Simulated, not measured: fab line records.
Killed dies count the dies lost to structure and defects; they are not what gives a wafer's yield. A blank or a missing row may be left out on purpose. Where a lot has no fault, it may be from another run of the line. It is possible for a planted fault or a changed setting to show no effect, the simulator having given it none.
Which tool did it? || flow gf180mcu || 6 lots with 18 wafers sampled at 4 steps, on a route of 602 steps

== WHAT THE GAUGES SHOWED, per wafer ==
GF_MVPSD_TW_MEAS_11.
{"lot": "L686", "measured": "day 5 03:50", "on": "film metro-01", "MVPSD_TW": "540 543 541"}
{"lot": "L693", "measured": "day 7 06:33", "on": "film metro-01", "MVPSD_TW": "540 539 540"}
{"lot": "L697", "measured": "day 8 03:35", "on": "film metro-01", "MVPSD_TW": "542 539 540"}
{"lot": "L700", "measured": "day 8 21:18", "on": "film metro-04", "MVPSD_TW": "559 561 562"}
{"lot": "L702", "measured": "day 9 06:20", "on": "film metro-03", "MVPSD_TW": "560 559 555"}
{"lot": "L704", "measured": "day 9 19:38", "on": "film metro-03", "MVPSD_TW": "562 560 558"}

== WHICH TOOL RAN EACH LOT (tool, then ch and the chambers of the sampled wafers, then the start) ==
{"lot": "L686", "GF_STI_SOFTBAKE_08": "litho track-01 ch 0, day 2 00:32", "GF_STI_STRIP_15": "plasma asher-03 ch 0,1, day 2 06:25", "GF_DNWELL_STRIP_08": "plasma asher-04 ch 0,1, day 2 23:32"}
{"lot": "L693", "GF_STI_SOFTBAKE_08": "litho track-01 ch 0, day 3 12:23", "GF_STI_STRIP_15": "plasma asher-04 ch 0,1, day 3 18:53", "GF_DNWELL_STRIP_08": "plasma asher-01 ch 0,1, day 4 18:42"}
{"lot": "L697", "GF_STI_SOFTBAKE_08": "litho track-03 ch 0, day 4 10:01", "GF_STI_STRIP_15": "plasma asher-03 ch 0,1, day 4 16:47", "GF_DNWELL_STRIP_08": "plasma asher-04 ch 0,1, day 5 13:10"}
{"lot": "L700", "GF_STI_SOFTBAKE_08": "litho track-03 ch 0, day 5 02:12", "GF_STI_STRIP_15": "plasma asher-04 ch 0,1, day 5 09:11", "GF_DNWELL_STRIP_08": "plasma asher-04 ch 0,1, day 6 05:39"}
{"lot": "L702", "GF_STI_SOFTBAKE_08": "litho track-03 ch 0, day 5 09:25", "GF_STI_STRIP_15": "plasma asher-04 ch 0,1, day 5 16:50", "GF_DNWELL_STRIP_08": "plasma asher-03 ch 0,1, day 6 13:04"}
{"lot": "L704", "GF_STI_SOFTBAKE_08": "litho track-03 ch 0, day 5 20:12", "GF_STI_STRIP_15": "plasma asher-04 ch 0,1, day 6 04:17", "GF_DNWELL_STRIP_08": "plasma asher-04 ch 0,1, day 7 00:56"}
- GF_STI_SOFTBAKE_08: time 60 s.
- GF_STI_STRIP_15: strips in O2/N2.
- GF_DNWELL_STRIP_08: strips in O2/N2.

== THE ANSWER, worked out from the rows above alone ==
Rule: what is usual is taken from the lots themselves. The widest of any qualifying gaps counts: lots, ordered by their means at a reading, are off when they make up no more than a third of the lots, leave a main group of 4 or more, and stand apart from it by 3 or more times the standard deviation of that group's means. The tables above print the reading to a certain number of digits; a main group whose means all agree to those digits is not used. A lot without any number at a reading at which 4 lots or more have one is off too. The other lots that the step has rows for count as sound.
No lot is off on any of the readings shown, so nothing can be concluded from this.

== WHAT WAS PUT IN BY THE SIMULATOR ==
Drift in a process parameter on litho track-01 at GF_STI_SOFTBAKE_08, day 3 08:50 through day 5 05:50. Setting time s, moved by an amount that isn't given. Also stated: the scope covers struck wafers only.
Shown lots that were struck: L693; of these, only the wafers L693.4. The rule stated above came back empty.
